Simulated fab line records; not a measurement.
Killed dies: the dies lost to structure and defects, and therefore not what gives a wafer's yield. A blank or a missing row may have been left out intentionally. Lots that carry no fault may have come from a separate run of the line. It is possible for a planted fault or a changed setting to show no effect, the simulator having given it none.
2 desks, one fault -- flow gf180mcu -- each desk has only its own numbers; what lay behind them comes last

## DESK OF THE TOOL OWNER: pvdSputter-03
The tool's own readings at GF_TOP_METAL_SPUTTER_00 (material Ti, target thk 37.5 nm, time 150 s): means of the sampled wafers that have a number, for each lot that ran on this tool. If a lot's mean is further than 4 standard deviations from the usual mean, the lot is out of limits and carries the mark OUT (the distance appears in the brackets).
Columns: A = substrateTempC at GF_TOP_METAL_SPUTTER_00, usual 200.00 C; B = throttleValvePct at GF_TOP_METAL_SPUTTER_00, usual 29.9 %
lot,first seen here,A,B
L368,day 29 01:29,199.90,29.3
L372,day 29 23:13,200.16,29.3
L373,day 30 10:47,200.08,29.6
This desk's verdict: no lot among the 3 shows anything out of limits.

## THE METROLOGY DESK
Lot by lot, what the gauges showed, no matter which tool ran the lot: averages of those sampled wafers that carry a number. If a lot's mean is further than 4 standard deviations from the usual mean, the lot is out of limits and carries the mark OUT (the distance appears in the brackets).
Columns: A = V5_OVL at GF_V5_OVL_MEAS_15, usual 4 nm; B = V5_W_RS at GF_V5_RS_MEAS_24, usual 0.325 ohm/sq; C = V5_W_THK at GF_V5_THK_MEAS_25, usual 347 nm
lot,first seen here,A,B,C
L365,day 27 17:14,1,0.327,347
L368,day 29 00:04,-0,0.323,356
L372,day 29 21:49,-2,0.319,358
L373,day 30 09:23,4,0.324,343
L379,day 32 00:35,7,0.324,345
L383,day 32 20:08,6,0.323,355
This desk's verdict: no lot among the 6 shows anything out of limits.

## ALL TOGETHER
The tool owner's desk saw nothing out of limits.
From the metrology desk's view, nothing was out of limits.

## WHAT THE SIMULATOR PUT IN
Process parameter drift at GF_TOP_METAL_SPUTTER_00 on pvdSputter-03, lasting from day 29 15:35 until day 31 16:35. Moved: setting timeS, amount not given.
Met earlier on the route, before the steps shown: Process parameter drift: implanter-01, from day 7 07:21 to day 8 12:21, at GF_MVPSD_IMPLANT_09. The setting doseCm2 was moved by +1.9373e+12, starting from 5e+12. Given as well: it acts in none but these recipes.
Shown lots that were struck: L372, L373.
